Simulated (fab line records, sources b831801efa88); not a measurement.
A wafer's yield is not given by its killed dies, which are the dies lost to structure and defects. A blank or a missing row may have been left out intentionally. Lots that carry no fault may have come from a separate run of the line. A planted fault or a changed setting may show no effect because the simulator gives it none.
fab line records	flow sfq_line
[record] lots = 5	wafers = 23
route steps=325 shown I2@104 I3@133 M4@149 I4@168 JJ@185
start_h: start of the lot's first displayed wafer, in hours after the record's first day	wait_h: hours since the lot's step before	" same as the row above	L1.1+2: several wafers, shown together as one row	- no value present, or no start provided	* or withheld: withheld	< > ~ a bound
route shown NAME@n: NAME is a module with steps in the file, n the number in the route of the first one	usual: mean/standard deviation of fault-free wafers	same: alike in all rows	chamber/n: place in a boat	sites: readings site by site	_std_site: standard deviation across them	_edge_site: inner sites' mean taken away from outer sites' mean	radius_mm: how far each site lies from the wafer's centre	mask NAME#n: copy n	behind: the tool/chamber that last shaped the wafer	hold: reason for holding the lot/hours on hold/outcome of the hold	device: the transistor (n, p or np) that didn't switch	end of line: tests run on the same wafers once the route is complete	for a step that has no rows: nothing shown but its recipe	killed: dies lost to structure and defects at the first sort, not the wafer's yield	map: the dies of a wafer, with x for killed, . for not killed, _ for no die there
set.NAME: the setting the step ran with; set.NAME@STEP: the setting that earlier step ran with	model.NAME: the simulator's own value behind a step, which no gauge read
lots run with intentionally changed settings; tables by step, rows by wafer
[[steps]]
[step SFQ_TRILAYER_I2_CMP_CMP_064]
[recipe] material = SiO2	down_force_psi = 3	platen_rpm = 60	pad_velocity_m_s = 0.94248
lot.wafer	tool	chamber	start_h	wait_h	set.leave_above_ref_nm	model.SiO2_of_TRILAYER_I2_DEP_PECVD_063.thk_nm
L078.2+3+5	cmp-01	2,1,2	615.38	1.3	200	200.8
L078.1	"	3	"	"	210.4	212.3
L078.4	"	0	"	"	210.4	211.9
L079.3	cmp-01	1	625.78	1.8	200	200
L079.4	"	3	626.78	2.8	189.7	189.6
L079.2	"	0	"	"	189.7	189.7
L079.5	"	1	"	"	189.7	189.4
L079.6	"	2	"	"	200	198.6
L080.2	cmp-02	3	648.10	0.0	204.4	204.8
L080.3	"	0	"	"	200	200.7
L080.4	"	1	"	"	204.4	205.1
L080.5	"	3	650.10	2.0	204.4	204.4
L080.6	"	0	"	"	200	200.2
L084.1	cmp-01	1	710.73	0.0	200	199.6
L084.3	"	3	711.73	1.0	200	199.7
L084.2	"	0	"	"	200	198.5
L085.1	cmp-02	0	712.39	0.7	204.3	204.9
L085.4	"	1	"	"	204.3	205.1
L085.3	"	3	713.89	2.1	200	201.7
L085.5	"	0	"	"	204.3	205.2
L085.6	"	1	"	"	200	201.3
[step SFQ_TRILAYER_I2_METRO_MEASURE_065]
[usual] thk_nm = 200.5/0.78
lot.wafer	tool	chamber	start_h	wait_h	set.leave_above_ref_nm@TRILAYER_I2_CMP_CMP_064	thk_nm
L078.1	film_metro-03	-	618.50	0.1	210.4	212.2
L078.2	"	-	"	"	200	200.8
L078.3	"	-	"	"	200	200.8
L078.4	"	-	"	"	210.4	211.9
L078.5	"	-	"	"	200	200.8
L079.2	film_metro-01	-	629.10	0.3	189.7	189.5
L079.3	"	-	"	"	200	200.0
L079.4	"	-	"	"	189.7	189.7
L079.5	"	-	"	"	189.7	189.4
L079.6	"	-	"	"	200	198.6
L080.2	film_metro-03	-	651.42	0.3	204.4	204.9
L080.3	"	-	"	"	200	200.7
L080.4	"	-	"	"	204.4	205.1
L080.5	"	-	"	"	204.4	204.3
L080.6	"	-	"	"	200	200.1
L084.1	film_metro-02	-	713.85	0.1	200	199.6
L084.2	"	-	"	"	200	198.5
L084.3	"	-	"	"	200	199.7
L085.1	film_metro-01	-	715.51	0.1	204.3	204.8
L085.3	"	-	"	"	200	201.6
L085.4	"	-	"	"	204.3	205.0
L085.5	"	-	"	"	204.3	205.3
L085.6	"	-	"	"	200	201.4
[step SFQ_TRILAYER_I2_VIA_LITHO_COAT_072]
[recipe] resist = BARC	spin_rpm = 3000	resist_thk_nm = 62
lot.wafer	tool	chamber	start_h	wait_h	set.spin_rpm	model.BARC_of_TRILAYER_I2_VIA_LITHO_COAT_072.thk_nm
L078.1	litho_track-04	0	619.70	1.0	2836	63.64
L078.2	"	0	"	"	2836	63.55
L078.3	"	0	"	"	3000	62.03
L078.4	"	0	"	"	3000	61.95
L078.5	"	0	"	"	2836	63.75
L079.2	litho_track-04	0	630.15	0.8	2917	62.36
L079.3	"	0	"	"	2917	62.35
L079.4	"	0	"	"	3000	61.68
L079.5	"	0	"	"	3000	61.77
L079.6	"	0	"	"	2917	62.57
L080.2	litho_track-04	0	652.47	0.8	3000	61.67
L080.3+4	"	0	"	"	3000	61.82
L080.5	"	0	"	"	3000	61.8
L080.6	"	0	"	"	3000	61.7
L084.1	litho_track-02	0	715.05	1.0	3000	62.03
L084.2	"	0	"	"	3000	62.01
L084.3	"	0	"	"	3000	62.23
L085.1	litho_track-04	0	716.71	1.0	3000	61.71
L085.3	"	0	"	"	3000	61.56
L085.4	"	0	"	"	3000	61.55
L085.5	"	0	"	"	3000	61.78
L085.6	"	0	"	"	3000	61.57
[step SFQ_TRILAYER_I2_VIA_LITHO_EXPOSE_068]
[recipe] mask_id = I2	na = 0.6	source_shape = conventional	sigma_outer = 0.65	target_cd_nm = 500	dose_mj = 21.3
lot.wafer	tool	chamber	start_h	wait_h	mask	set.dose_mj
L078.1+2+3+4+5	krf_scanner-01	0	784.22	-	I2#0	21.3
L079.2+3+5	krf_scanner-02	0	794.14	-	I2#0	21.3
L079.4+6	"	0	"	"	I2#0	22.69
L080.2+4	krf_scanner-01	0	816.10	-	I2#0	21.3
L080.3+5+6	"	0	"	"	I2#0	20.35
L084.1+2+3	krf_scanner-01	0	871.62	-	I2#0	21.3
L085.1+3+4+5+6	krf_scanner-01	0	872.82	-	I2#0	21.3
[step SFQ_TRILAYER_I2_VIA_LITHO_PEB_070]
[recipe] peb_temp_c = 115	peb_time_s = 60	resist = KrF
[step SFQ_TRILAYER_I2_VIA_LITHO_DEVELOP_069]
[recipe] time_s = 60	resist = KrF
[step SFQ_TRILAYER_I2_VIA_BARC_OPEN_VIA_ETCH_096]
[recipe] mask_material = PR	chemistry = O2	target_depth_nm = 125	target = BARC	source_w = 500	bias_w = 80	pressure_mtorr = 30	time_s = 41.7
lot.wafer	tool	chamber	start_h	wait_h	set.spin_rpm@TRILAYER_I2_VIA_LITHO_COAT_072	set.dose_mj@TRILAYER_I2_VIA_LITHO_EXPOSE_068	model.etch.depth_nm	model.I2.cd_nm
L078.1	rie_diel-04	2	785.75	0.0	2836	21.3	-	497.1
L078.2	"	1	"	"	2836	21.3	-	498.5
L078.3	"	3	"	"	3000	21.3	-	497.7
L078.4	"	0	"	"	3000	21.3	61.95	496.7
L078.5	"	2	"	"	2836	21.3	63.75	498.5
L079.2	rie_diel-02	2	795.48	0.0	2917	21.3	-	501.5
L079.3	"	1	"	"	2917	21.3	62.35	502.1
L079.4	"	0	"	"	3000	22.69	-	510.5
L079.5	"	2	"	"	3000	21.3	61.77	501.6
L079.6	"	3	"	"	2917	22.69	-	510.6
L080.2	rie_diel-02	0	817.43	0.0	3000	21.3	61.67	498.5
L080.3	"	2	"	"	3000	20.35	61.82	493.7
L080.4	"	2	"	"	3000	21.3	-	500
L080.5	"	0	"	"	3000	20.35	-	493.7
L080.6	"	1	"	"	3000	20.35	-	492.3
L084.1	rie_diel-02	0	873.16	0.0	3000	21.3	62.03	498.8
L084.2	"	1	"	"	3000	21.3	62.01	498.9
L084.3	"	3	"	"	3000	21.3	62.23	499.4
L085.1	rie_diel-01	0	874.36	0.0	3000	21.3	61.71	501.3
L085.3	"	2	"	"	3000	21.3	61.56	501.3
L085.4	"	2	"	"	3000	21.3	-	501.9
L085.5	"	0	"	"	3000	21.3	-	502
L085.6	"	1	"	"	3000	21.3	61.57	499.3
[step SFQ_TRILAYER_I2_VIA_ETCH_VIA_ETCH_070]
[recipe] target = SiO2	stop_on = Nb	mask_material = PR	taper_deg = 20	chemistry = CHF3	target_depth_nm = 260	source_w = 500	bias_w = 80	pressure_mtorr = 30	time_s = withheld
[usual] oes_product_au = 0.856/0.0046
lot.wafer	tool	chamber	start_h	wait_h	set.leave_above_ref_nm@TRILAYER_I2_CMP_CMP_064	oes_product_au	model.etch.depth_nm	model.I2.feature_depth_nm
L078.1	rie_diel-04	2	785.79	0.0	210.4	0.883	-	212.3
L078.2	"	1	"	"	200	0.852	-	200.8
L078.3	"	3	"	"	200	0.861	-	200.8
L078.4	"	0	"	"	210.4	0.886	211.9	211.9
L078.5	"	2	"	"	200	0.859	200.8	200.8
L079.2	rie_diel-02	2	795.52	0.0	189.7	0.823	-	189.7
L079.3	"	1	"	"	200	0.859	200	200
L079.4	"	0	"	"	189.7	0.831	-	189.6
L079.5	"	2	"	"	189.7	0.834	189.4	189.4
L079.6	"	3	"	"	200	0.860	-	198.6
L080.2	rie_diel-02	0	817.47	0.0	204.4	0.867	204.8	204.8
L080.3	"	2	"	"	200	0.851	200.7	200.7
L080.4	"	2	"	"	204.4	0.864	-	205.1
L080.5	"	0	"	"	204.4	0.855	-	204.4
L080.6	"	1	"	"	200	0.854	-	200.2
L084.1	rie_diel-02	0	873.20	0.0	200	0.856	199.6	199.6
L084.2	"	1	"	"	200	0.849	198.5	198.5
L084.3	"	3	"	"	200	0.848	199.7	199.7
L085.1	rie_diel-01	0	874.40	0.0	204.3	0.867	204.9	204.9
L085.3	"	2	"	"	200	0.867	201.7	201.7
L085.4	"	2	"	"	204.3	0.862	-	205.1
L085.5	"	0	"	"	204.3	0.873	-	205.2
L085.6	"	1	"	"	200	0.863	201.3	201.3
[step SFQ_TRILAYER_I3_DEP_PECVD_081]
[recipe] material = SiO2	temp_c = 150	time_s = 111.11	pressure_torr = 2.4	rf_w = 183.3	precursor = SiH4/N2O	target_thk_nm = 500
lot.wafer	tool	chamber	start_h	wait_h	set.time_s	model.SiO2_of_TRILAYER_I3_DEP_PECVD_081.thk_nm
L078.1	pecvd-01	1	790.35	0.0	103.1	467.2
L078.2	"	2	"	"	111.11	501.7
L078.3	"	0	"	"	103.1	458.5
L078.4	"	0	"	"	111.11	503
L078.5	"	1	"	"	103.1	470.3
L079.2	pecvd-02	1	804.88	0.0	111.11	489.9
L079.3	"	2	"	"	111.11	489.1
L079.4	"	0	"	"	111.11	497.4
L079.5	"	1	"	"	111.11	498.9
L079.6	"	2	"	"	111.11	491.7
L080.2	pecvd-04	1	822.03	0.0	111.11	497.8
L080.3	"	0	"	"	111.11	503.5
L080.4	"	1	"	"	111.11	496.7
L080.5	"	0	"	"	111.11	506
L080.6	"	1	"	"	111.11	501.1
L084.1	pecvd-04	1	888.20	0.0	111.11	507.9
L084.2	"	2	"	"	111.11	508.9
L084.3	"	0	"	"	111.11	505.8
L085.1	pecvd-02	1	889.41	0.0	111.11	497.6
L085.3	"	0	"	"	111.11	505.5
L085.4	"	2	"	"	111.11	503.3
L085.5	"	0	"	"	98.28	455.3
L085.6	"	1	"	"	98.28	437.9
[step SFQ_TRILAYER_I3_CMP_CMP_082]
[recipe] material = SiO2	down_force_psi = 3	platen_rpm = 60	pad_velocity_m_s = 0.94248
[usual] time_to_endpoint_s = 218/6.8
lot.wafer	tool	chamber	start_h	wait_h	set.time_s@TRILAYER_I3_DEP_PECVD_081	time_to_endpoint_s
L078.2	cmp-02	1	790.43	0.0	111.11	221
L078.4	"	2	"	"	111.11	221
L078.3	"	3	"	"	103.1	192
L078.1	"	0	"	"	103.1	192
L078.5	"	1	"	"	103.1	205
L079.4	cmp-02	0	808.43	3.5	111.11	211
L079.2	"	2	809.43	4.5	111.11	209
L079.3	"	3	"	"	111.11	215
L079.6	"	0	"	"	111.11	208
L079.5	"	1	"	"	111.11	222
L080.2	cmp-01	3	822.15	0.1	111.11	215
L080.4	"	0	"	"	111.11	206
L080.3	"	2	823.65	1.5	111.11	217
L080.6	"	3	"	"	111.11	218
L080.5	"	0	"	"	111.11	215
L084.1	cmp-01	3	907.39	19.2	111.11	221
L084.3	"	0	"	"	111.11	217
L084.2	"	1	"	"	111.11	225
L085.1	cmp-01	1	910.89	21.4	111.11	218
L085.3	"	2	"	"	111.11	213
L085.4	"	3	"	"	111.11	221
L085.5	"	0	"	"	98.28	179
L085.6	"	1	"	"	98.28	172
[step SFQ_TRILAYER_I3_VIA_LITHO_COAT_090]
[recipe] resist = BARC	spin_rpm = 3000	resist_thk_nm = 62
lot.wafer	tool	chamber	start_h	wait_h	set.spin_rpm	model.BARC_of_TRILAYER_I3_VIA_LITHO_COAT_090.thk_nm
L078.1	litho_track-03	0	794.75	1.0	3000	62.47
L078.2	"	0	"	"	3000	62.08
L078.3	"	0	"	"	3000	62.23
L078.4	"	0	"	"	3000	62.33
L078.5	"	0	"	"	3000	62.3
L079.2	litho_track-03	0	812.80	0.8	3000	62.18
L079.3	"	0	"	"	3000	62.2
L079.4	"	0	"	"	3000	62.25
L079.5	"	0	"	"	3000	62.07
L079.6	"	0	"	"	3000	62.16
L080.2	litho_track-01	0	826.52	0.8	3061	61.57
L080.3	"	0	"	"	3000	62.19
L080.4	"	0	"	"	3000	62.09
L080.5	"	0	"	"	3061	61.5
L080.6	"	0	"	"	3000	62.01
L084.1	litho_track-03	0	911.71	1.0	3000	61.79
L084.2	"	0	"	"	3000	61.93
L084.3	"	0	"	"	3000	62.03
L085.1	litho_track-02	0	914.71	1.0	3000	61.75
L085.3	"	0	"	"	2930	62.37
L085.4	"	0	"	"	2930	62.44
L085.5	"	0	"	"	3000	61.59
L085.6	"	0	"	"	2930	62.56
[step SFQ_TRILAYER_I3_VIA_BARC_OPEN_VIA_ETCH_121]
[recipe] mask_material = PR	chemistry = O2	target_depth_nm = 125	target = BARC	source_w = 500	bias_w = 80	pressure_mtorr = 30	time_s = 41.7
lot.wafer	tool	chamber	start_h	wait_h	set.source_w	set.spin_rpm@TRILAYER_I3_VIA_LITHO_COAT_090	model.etch.depth_nm
L078.1+3	rie_diel-04	2,3	933.78	0.0	500	3000	-
L078.2	"	1	"	"	441.8	3000	-
L078.4	"	0	"	"	500	3000	62.33
L078.5	"	1	"	"	441.8	3000	62.3
L079.2+4+6	rie_diel-04	3,1,1	950.58	0.0	500	3000	-
L079.3	"	0	"	"	500	3000	62.2
L079.5	"	0	"	"	500	3000	62.07
L080.2	rie_diel-01	1	961.78	0.0	500	3061	61.57
L080.3	"	0	"	"	551.6	3000	62.19
L080.4	"	2	"	"	551.6	3000	-
L080.5	"	0	"	"	551.6	3061	-
L080.6	"	1	"	"	500	3000	-
L084.1	rie_diel-01	1	1042.22	0.0	500	3000	61.79
L084.2	"	0	"	"	500	3000	61.93
L084.3	"	2	"	"	500	3000	62.03
L085.1	rie_diel-04	0	1048.22	0.0	500	3000	61.75
L085.3	"	3	"	"	500	2930	62.37
L085.4	"	2	"	"	472.9	2930	-
L085.5	"	1	"	"	472.9	3000	-
L085.6	"	0	"	"	472.9	2930	62.56
[step SFQ_TRILAYER_M4_DEP_SPUTTER_091]
[recipe] material = Nb	base_pressure_pa = 1.33e-06	chamber_pressure_pa = 0.1333	substrate_temp_c = 20	resputter_cathode_voltage_v = 400	target_thk_nm = 200	power_w = 2000	time_s = 133.3
lot.wafer	tool	chamber	start_h	wait_h	set.power_w	model.Nb_of_TRILAYER_M4_DEP_SPUTTER_091.thk_nm
L078.1	pvd_sputter-06	-	934.74	0.0	2209	220.4
L078.2	"	-	"	"	2209	219.8
L078.3	"	-	"	"	2209	220.2
L078.4	"	-	"	"	2000	202.2
L078.5	"	-	"	"	2000	198.7
L079.2	pvd_sputter-06	-	951.54	0.0	2238	218.7
L079.3	"	-	"	"	2000	197.2
L079.4	"	-	"	"	2238	221.6
L079.5	"	-	"	"	2000	198
L079.6	"	-	"	"	2238	221
L080.2	pvd_sputter-04	-	962.74	0.0	2000	196.2
L080.3	"	-	"	"	2000	200.2
L080.4	"	-	"	"	1764	176.2
L080.5	"	-	"	"	1764	177.1
L080.6	"	-	"	"	1764	175.3
L084.1	pvd_sputter-05	-	1043.17	0.0	2000	197.5
L084.2	"	-	"	"	2000	199.4
L084.3	"	-	"	"	2000	198.2
L085.1	pvd_sputter-04	-	1049.17	0.0	2000	203.6
L085.3	"	-	"	"	2000	200.2
L085.4	"	-	"	"	1787	181.1
L085.5	"	-	"	"	1787	181.7
L085.6	"	-	"	"	2000	200.9
[step SFQ_M4_RS_MEAS_924]
[recipe] thk_meas_gauge = four-point-probe	reads = Nb_of_TRILAYER_M4_DEP_SPUTTER_091
[usual] M4_NB_RS = 0.893/0.0097
lot.wafer	tool	chamber	start_h	wait_h	set.power_w@TRILAYER_M4_DEP_SPUTTER_091	M4_NB_RS[ohm/sq]
L078.1	film_metro-01	-	934.83	0.0	2209	0.807
L078.2	"	-	"	"	2209	0.810
L078.3	"	-	"	"	2209	0.808
L078.4	"	-	"	"	2000	0.879
L078.5	"	-	"	"	2000	0.897
L079.2	film_metro-04	-	951.65	0.1	2238	0.812
L079.3	"	-	"	"	2000	0.901
L079.4	"	-	"	"	2238	0.800
L079.5	"	-	"	"	2000	0.899
L079.6	"	-	"	"	2238	0.803
L080.2	film_metro-02	-	962.85	0.1	2000	0.906
L080.3	"	-	"	"	2000	0.889
L080.4	"	-	"	"	1764	1.011
L080.5	"	-	"	"	1764	1.005
L080.6	"	-	"	"	1764	1.018
L084.1	film_metro-01	-	1043.26	0.0	2000	0.900
L084.2	"	-	"	"	2000	0.894
L084.3	"	-	"	"	2000	0.897
L085.1	film_metro-04	-	1049.26	0.0	2000	0.873
L085.3	"	-	"	"	2000	0.887
L085.4	"	-	"	"	1787	0.982
L085.5	"	-	"	"	1787	0.979
L085.6	"	-	"	"	2000	0.886
[step SFQ_TRILAYER_M4_ETCH_METAL_ETCH_096]
[recipe] target = Nb	stop_on = SiO2	mask_material = PR	chemistry = Cl2/Ar	target_depth_nm = 240	icp_w = 600	bias_w = 80	pressure_mtorr = 10	time_s = 120
[usual] oes_product_au = 0.892/0.0073
lot.wafer	tool	chamber	start_h	wait_h	set.bias_w	set.power_w@TRILAYER_M4_DEP_SPUTTER_091	oes_product_au
L078.1	rie_metal-01	1	1071.08	0.0	88.73	2209	0.953
L078.2	"	0	"	"	88.73	2209	0.945
L078.3	"	0	"	"	80	2209	0.955
L078.4	"	1	"	"	80	2000	0.898
L078.5	"	1	"	"	88.73	2000	0.891
L079.2	rie_metal-04	1	1085.60	0.0	80	2238	0.947
L079.3	"	0	"	"	77.29	2000	0.889
L079.4	"	1	"	"	77.29	2238	0.953
L079.5	"	0	"	"	80	2000	0.890
L079.6	"	1	"	"	80	2238	0.943
L080.2	rie_metal-03	1	1092.80	0.0	80	2000	0.873
L080.3	"	1	"	"	84.48	2000	0.896
L080.4	"	0	"	"	84.48	1764	0.822
L080.5	"	1	"	"	80	1764	0.836
L080.6	"	0	"	"	80	1764	0.837
L084.1	rie_metal-01	1	1167.51	0.1	80	2000	0.893
L084.2	"	1	"	"	80	2000	0.897
L084.3	"	1	"	"	80	2000	0.889
L085.1	rie_metal-03	0	1173.45	0.0	85.71	2000	0.902
L085.3	"	1	"	"	85.71	2000	0.899
L085.4	"	0	"	"	80	1787	0.846
L085.5	"	0	"	"	85.71	1787	0.844
L085.6	"	1	"	"	80	2000	0.900
[step SFQ_TRILAYER_I4_VIA_LITHO_COAT_103]
[recipe] resist = KrF	spin_rpm = 3000	resist_thk_nm = 650
lot.wafer	tool	chamber	start_h	wait_h	set.resist_thk_nm	model.KrF_of_TRILAYER_I4_VIA_LITHO_COAT_103.thk_nm
L078.1	litho_track-04	0	1084.80	0.2	650	647.8
L078.2	"	0	"	"	619.4	620.8
L078.3	"	0	"	"	650	650.9
L078.4	"	0	"	"	619.4	619.1
L078.5	"	0	"	"	619.4	620.4
L079.2	litho_track-02	0	1098.72	0.2	650	650.4
L079.3	"	0	"	"	680.8	680.7
L079.4	"	0	"	"	680.8	682.8
L079.5	"	0	"	"	650	651.1
L079.6	"	0	"	"	680.8	680.9
L080.2	litho_track-02	0	1105.85	0.2	650	651.7
L080.3	"	0	"	"	650	654
L080.4	"	0	"	"	650	654.6
L080.5	"	0	"	"	650	651.6
L080.6	"	0	"	"	650	652.5
L084.1	litho_track-04	0	1183.80	0.2	650	649.2
L084.2	"	0	"	"	650	650.8
L084.3	"	0	"	"	650	651.6
L085.1	litho_track-04	0	1187.66	0.2	683.8	685.1
L085.3	"	0	"	"	650	653.9
L085.4	"	0	"	"	650	651.3
L085.5	"	0	"	"	683.8	686.1
L085.6	"	0	"	"	683.8	687.4
[step SFQ_TRILAYER_I4_VIA_LITHO_SOFTBAKE_107]
[recipe] temp_c = withheld	time_s = withheld	resist = KrF
[step SFQ_TRILAYER_I4_VIA_LITHO_EXPOSE_104]
[recipe] mask_id = I4	na = 0.6	source_shape = conventional	sigma_outer = 0.65	target_cd_nm = 700	dose_mj = 21.3
[step SFQ_TRILAYER_I4_VIA_BARC_OPEN_VIA_ETCH_146]
[recipe] mask_material = PR	chemistry = O2	target_depth_nm = 125	target = BARC	source_w = 500	bias_w = 80	pressure_mtorr = 30	time_s = 41.7
[step SFQ_TRILAYER_I4_VIA_ETCH_VIA_ETCH_106]
[recipe] target = SiO2	stop_on = Nb	mask_material = PR	taper_deg = 20	chemistry = CHF3	target_depth_nm = 260	source_w = 492.5	bias_w = 80	pressure_mtorr = 30	time_s = withheld
lot.wafer	tool	chamber	start_h	wait_h	set.resist_thk_nm@TRILAYER_I4_VIA_LITHO_COAT_103	model.KrF_of_TRILAYER_I4_VIA_LITHO_COAT_103.thk_nm
L078.1	rie_diel-03	3	1209.56	0.0	650	527.6
L078.2	"	1	"	"	619.4	500.4
L078.3	"	2	"	"	650	527.7
L078.4	"	0	"	"	619.4	496.8
L078.5	"	0	"	"	619.4	497.6
L079.2	rie_diel-02	0	1221.56	0.0	650	527
L079.3+6	"	1	"	"	680.8	558.3
L079.4	"	2	"	"	680.8	559.5
L079.5	"	2	"	"	650	527.9
L080.2	rie_diel-04	0	1229.96	0.0	650	531.7
L080.3	"	1	"	"	650	531.2
L080.4	"	3	"	"	650	534.6
L080.5	"	1	"	"	650	528.3
L080.6	"	2	"	"	650	530.4
L084.1	rie_diel-02	0	1299.00	0.0	650	527
L084.2	"	2	"	"	650	527.7
L084.3	"	1	"	"	650	529.3
L085.1	rie_diel-03	1	1303.80	0.0	683.8	564.1
L085.3	"	0	"	"	650	530.3
L085.4	"	3	"	"	650	530.9
L085.5	"	3	"	"	683.8	564.9
L085.6	"	0	"	"	683.8	564.6
[step SFQ_TRILAYER_JJ_CE_LITHO_COAT_119]
[recipe] resist = BARC	spin_rpm = 3000	resist_thk_nm = 62
lot.wafer	tool	chamber	start_h	wait_h	set.spin_rpm	model.BARC_of_TRILAYER_JJ_CE_LITHO_COAT_119.thk_nm
L078.1	litho_track-03	0	1212.00	0.1	3000	62.17
L078.2	"	0	"	"	3000	62.03
L078.3	"	0	"	"	3000	62.4
L078.4	"	0	"	"	3000	62.21
L078.5	"	0	"	"	3000	61.94
L079.2	litho_track-03	0	1224.48	0.1	3000	62.12
L079.3	"	0	"	"	3000	62.24
L079.4	"	0	"	"	3000	62.05
L079.5	"	0	"	"	3173	60.42
L079.6	"	0	"	"	3173	60.54
L080.2	litho_track-03	0	1232.89	0.1	3060	61.18
L080.3	"	0	"	"	3000	61.91
L080.4	"	0	"	"	3060	61.26
L080.5	"	0	"	"	3060	61.53
L080.6	"	0	"	"	3000	62.01
L084.1	litho_track-03	0	1301.28	0.1	3000	62.03
L084.2	"	0	"	"	3000	61.84
L084.3	"	0	"	"	3000	61.8
L085.1	litho_track-03	0	1306.08	0.1	3000	61.8
L085.3	"	0	"	"	2822	63.67
L085.4	"	0	"	"	3000	61.88
L085.5	"	0	"	"	3000	61.85
L085.6	"	0	"	"	2822	63.97
[[key]]
[split] step = SFQ_TRILAYER_I2_CMP_CMP_064	setting = leave_above_ref_nm	stated = 200	by = wafer
[response] step = SFQ_TRILAYER_I2_CMP_CMP_064	reading = model.SiO2_of_TRILAYER_I2_DEP_PECVD_063.thk_nm	change = +2	per = 1%	r = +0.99
[response] step = SFQ_TRILAYER_I2_METRO_MEASURE_065	reading = thk_nm	change = +2	per = 1%	r = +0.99
[response] step = SFQ_TRILAYER_I2_VIA_ETCH_VIA_ETCH_070	reading = oes_product_au	change = +0.00509	per = 1%	r = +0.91
[response] step = SFQ_TRILAYER_I2_VIA_ETCH_VIA_ETCH_070	reading = model.etch.depth_nm	change = +2.03	per = 1%	r = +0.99
[response] step = SFQ_TRILAYER_I2_VIA_ETCH_VIA_ETCH_070	reading = model.I2.feature_depth_nm	change = +2	per = 1%	r = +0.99
[split] step = SFQ_TRILAYER_I2_VIA_LITHO_COAT_072	setting = spin_rpm	stated = 3000	by = wafer
[response] step = SFQ_TRILAYER_I2_VIA_LITHO_COAT_072	reading = model.BARC_of_TRILAYER_I2_VIA_LITHO_COAT_072.thk_nm	change = -0.293	per = 1%	r = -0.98
[response] step = SFQ_TRILAYER_I2_VIA_BARC_OPEN_VIA_ETCH_096	reading = model.etch.depth_nm	change = -0.304	per = 1%	r = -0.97
[split] step = SFQ_TRILAYER_I2_VIA_LITHO_EXPOSE_068	setting = dose_mj	stated = 21.3	by = wafer
[response] step = SFQ_TRILAYER_I2_VIA_BARC_OPEN_VIA_ETCH_096	reading = model.I2.cd_nm	change = +1.35	per = 1%	r = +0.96
[split] step = SFQ_TRILAYER_I3_DEP_PECVD_081	setting = time_s	stated = 111.11	by = wafer
[response] step = SFQ_TRILAYER_I3_DEP_PECVD_081	reading = model.SiO2_of_TRILAYER_I3_DEP_PECVD_081.thk_nm	change = +4.9	per = 1%	r = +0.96
[response] step = SFQ_TRILAYER_I3_CMP_CMP_082	reading = time_to_endpoint_s	change = *	per = 1%	r = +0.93
[split] step = SFQ_TRILAYER_I3_VIA_LITHO_COAT_090	setting = spin_rpm	stated = 3000	by = wafer
[response] step = SFQ_TRILAYER_I3_VIA_LITHO_COAT_090	reading = model.BARC_of_TRILAYER_I3_VIA_LITHO_COAT_090.thk_nm	change = -0.311	per = 1%	r = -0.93
[response] step = SFQ_TRILAYER_I3_VIA_BARC_OPEN_VIA_ETCH_121	reading = model.etch.depth_nm	change = -0.305	per = 1%	r = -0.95
[split] step = SFQ_TRILAYER_I3_VIA_BARC_OPEN_VIA_ETCH_121	setting = source_w	stated = 500	by = wafer
response none clear
[split] step = SFQ_TRILAYER_M4_DEP_SPUTTER_091	setting = power_w	stated = 2000	by = wafer
[response] step = SFQ_TRILAYER_M4_DEP_SPUTTER_091	reading = model.Nb_of_TRILAYER_M4_DEP_SPUTTER_091.thk_nm	change = +1.89	per = 1%	r = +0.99
[response] step = SFQ_M4_RS_MEAS_924	reading = M4_NB_RS	change = -0.00867	per = 1%	r = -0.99
[response] step = SFQ_TRILAYER_M4_ETCH_METAL_ETCH_096	reading = oes_product_au	change = +0.00496	per = 1%	r = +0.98
[split] step = SFQ_TRILAYER_M4_ETCH_METAL_ETCH_096	setting = bias_w	stated = 80	by = wafer
response none clear
[split] step = SFQ_TRILAYER_I4_VIA_LITHO_COAT_103	setting = resist_thk_nm	stated = 650	by = wafer
[response] step = SFQ_TRILAYER_I4_VIA_LITHO_COAT_103	reading = model.KrF_of_TRILAYER_I4_VIA_LITHO_COAT_103.thk_nm	change = +6.4	per = 1%	r = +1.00
[response] step = SFQ_TRILAYER_I4_VIA_ETCH_VIA_ETCH_106	reading = model.KrF_of_TRILAYER_I4_VIA_LITHO_COAT_103.thk_nm	change = +6.46	per = 1%	r = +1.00
[split] step = SFQ_TRILAYER_JJ_CE_LITHO_COAT_119	setting = spin_rpm	stated = 3000	by = wafer
[response] step = SFQ_TRILAYER_JJ_CE_LITHO_COAT_119	reading = model.BARC_of_TRILAYER_JJ_CE_LITHO_COAT_119.thk_nm	change = -0.311	per = 1%	r = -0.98
